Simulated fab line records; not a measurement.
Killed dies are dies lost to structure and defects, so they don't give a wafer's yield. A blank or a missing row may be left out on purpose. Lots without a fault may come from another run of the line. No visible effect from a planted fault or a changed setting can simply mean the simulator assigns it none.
One fault seen from 2 desks / flow sfqLine / every desk sees just its own numbers, and what lay behind them comes last

== AT THE TOOL OWNER'S DESK: krfScanner-01 ==
The tool's own readings at SFQ_TRILAYER_C5_LITHO_EXPOSE_152 (exposes mask C5, target cd 500 nm): means of the sampled wafers that have a number, for each lot that ran on this tool. Any lot whose mean is over 4 standard deviations away from the usual mean is out of limits and marked OUT; that distance is given in the brackets.
Columns: A = exposureDoseMJCm2 at SFQ_TRILAYER_C5_LITHO_EXPOSE_152, usual 21.301
lot=L256; first seen here=day 67 14:41; A=21.315
lot=L258; first seen here=day 68 15:07; A=21.264
lot=L259; first seen here=day 68 20:47; A=22.319 (+44) OUT
lot=L260; first seen here=day 69 10:56; A=22.347 (+45) OUT
lot=L265; first seen here=day 71 07:01; A=22.328 (+45) OUT
Finding of this desk: L259, L260, L265 out of limits; the first was L259 at day 68 20:47, on exposureDoseMJCm2 at SFQ_TRILAYER_C5_LITHO_EXPOSE_152. L256, L258: within limits.

== AT THE METROLOGY DESK ==
Lot by lot, what the gauges showed, no matter which tool ran the lot: averages of those sampled wafers that carry a number. Any lot whose mean is over 4 standard deviations away from the usual mean is out of limits and marked OUT; that distance is given in the brackets.
Columns: A = I5_OVL at SFQ_I5_OVL_MEAS_936, usual 1 nm; B = C5_OVL at SFQ_C5_OVL_MEAS_937, usual 0 nm
lot=L256; first seen here=day 67 12:44; A=7; B=0
lot=L258; first seen here=day 68 12:50; A=7; B=5
lot=L259; first seen here=day 68 18:50; A=-1; B=-5
lot=L260; first seen here=day 69 08:02; A=1; B=-5
lot=L265; first seen here=day 71 02:26; A=7; B=-1
lot=L275; first seen here=day 75 14:05; A=4; B=2
lot=L277; first seen here=day 79 22:13; A=-0; B=5
This desk found nothing out of limits on any of the 7 lots.

== PUT TOGETHER ==
On L259, L260, L265, at day 68 20:47, an alarm was possible from the tool owner's desk.
At the metrology desk, nothing out of limits was observed.
The metrology desk holds a record of L259, L260, L265, inside its limits.
The lots listed all ran SFQ_TRILAYER_C5_LITHO_EXPOSE_152 on krfScanner-01.

== WHAT THE SIMULATOR HAD INSERTED ==
Process parameter drift: krfScanner-01, from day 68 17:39 on, at SFQ_TRILAYER_C5_LITHO_EXPOSE_152. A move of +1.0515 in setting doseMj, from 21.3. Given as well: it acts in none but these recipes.
Struck lots among those shown: L259, L260, L265.
Hours from the fault's start to each desk's first reading out of limits: the tool owner's desk, 3.
